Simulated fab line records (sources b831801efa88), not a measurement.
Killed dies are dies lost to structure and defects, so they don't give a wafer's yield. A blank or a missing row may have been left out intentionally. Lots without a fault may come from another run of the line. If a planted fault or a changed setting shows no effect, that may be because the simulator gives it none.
Split-lot experiment | flow gf180mcu | 23 wafers read from 5 lots, route of 602 steps

== THE SPLIT ==
At GF_M1_SPUTTER_04 (material TiN, target thk 50 nm, time 41.7 s), the setting power w was moved away from the recipe's 6500 W on 7 of the 23 wafers read, by -3.9% to +9.0%. The other wafers ran this setting at the recipe's value.

Reading taken at the split's own step.

== THE READING ==
TiN_of_M1_SPUTTER_04.thk nm (the simulator's own value, which no gauge read), in nm, at GF_M1_SPUTTER_04 (material TiN, target thk 50 nm, time 41.7 s). No usual value for it is given in the file. Across the 16 wafers here that went through the recipe, the average is 49.87 nm and the standard deviation 0.38 nm.

wafer  | tool, chamber at the split | power w as run, W | against the recipe | TiN_of_M1_SPUTTER_04.thk nm, nm | against lot-mates on the recipe
L075.1 | pvd sputter-02, -          | 6500              | recipe             | 49.31                           | -
L075.2 | pvd sputter-02, -          | 6500              | recipe             | 49.89                           | -
L075.4 | pvd sputter-02, -          | 7082              | +9.0%              | 53.85                           | +4.25
L075.5 | pvd sputter-02, -          | 7082              | +9.0%              | 54.25                           | +4.65
L075.6 | pvd sputter-02, -          | 7082              | +9.0%              | 54.29                           | +4.69
L082.1 | pvd sputter-02, -          | 6500              | recipe             | 50.07                           | -
L082.2 | pvd sputter-02, -          | 6500              | recipe             | 50                              | -
L082.3 | pvd sputter-02, -          | 6500              | recipe             | 49.89                           | -
L082.4 | pvd sputter-02, -          | 6244              | -3.9%              | 47.81                           | -2.18
L082.5 | pvd sputter-02, -          | 6244              | -3.9%              | 48.13                           | -1.86
L083.2 | pvd sputter-01, -          | 6500              | recipe             | 48.96                           | -
L083.3 | pvd sputter-01, -          | 6500              | recipe             | 49.59                           | -
L083.4 | pvd sputter-01, -          | 6500              | recipe             | 50.25                           | -
L084.1 | pvd sputter-03, -          | 6500              | recipe             | 50.01                           | -
L084.2 | pvd sputter-03, -          | 6500              | recipe             | 49.97                           | -
L084.3 | pvd sputter-03, -          | 6500              | recipe             | 50.7                            | -
L084.4 | pvd sputter-03, -          | 6959              | +7.1%              | 54.44                           | +4.21
L084.5 | pvd sputter-03, -          | 6959              | +7.1%              | 53.55                           | +3.32
L085.1 | pvd sputter-02, -          | 6500              | recipe             | 49.51                           | -
L085.2 | pvd sputter-02, -          | 6500              | recipe             | 50.13                           | -
L085.3 | pvd sputter-02, -          | 6500              | recipe             | 49.85                           | -
L085.4 | pvd sputter-02, -          | 6500              | recipe             | 49.76                           | -
L085.6 | pvd sputter-02, -          | 6500              | recipe             | 49.95                           | -

THE FIT
A straight line over all 23 wafers: TiN_of_M1_SPUTTER_04.thk nm changes by +0.504 nm for each +1% of power w; r = +0.98; the points scatter about the line by 0.42 nm.
The same after taking each lot's own level away (the mean of its wafers on the recipe; 23 wafers): +0.514 nm for each +1%; r = +0.99; scatter 0.32 nm.
Per that fit: largest power w move, reading shift of 4.6 nm.
Measured against the standard deviation above, the lots' own levels, which go from 49.600 to 50.227 nm, span 1.6 times it.
The two slopes are in agreement: the lot-to-lot level therefore moves the slope only a little.
Check: for one of the wafers moved furthest among these (+9.0%), held out of the fit, the line's prediction against its lot-mates is +4.7 nm. It came out at +4.25 nm against them.

== FURTHER SPLITS ON THESE WAFERS ==
Note: prior to the reading, these wafers also went through further splits. Each is held against what the fit with the lots' levels taken away leaves over:
other split on the same wafers   | wafers away from the commonest value | r with TiN_of_M1_SPUTTER_04.thk nm (lot level and that fit taken away)
GF_CONTACT_CVD_00 sih4 flow sccm | 6                                    | -0.04
GF_CONTACT_SOFTBAKE_10 temp c    | 10                                   | +0.24
GF_CONTACT_CVD_24 temp c         | 9                                    | +0.23

== FILE'S OWN FIT ==
TiN_of_M1_SPUTTER_04.thk nm changes by +0.516 nm for each +1% of power w, r = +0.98.
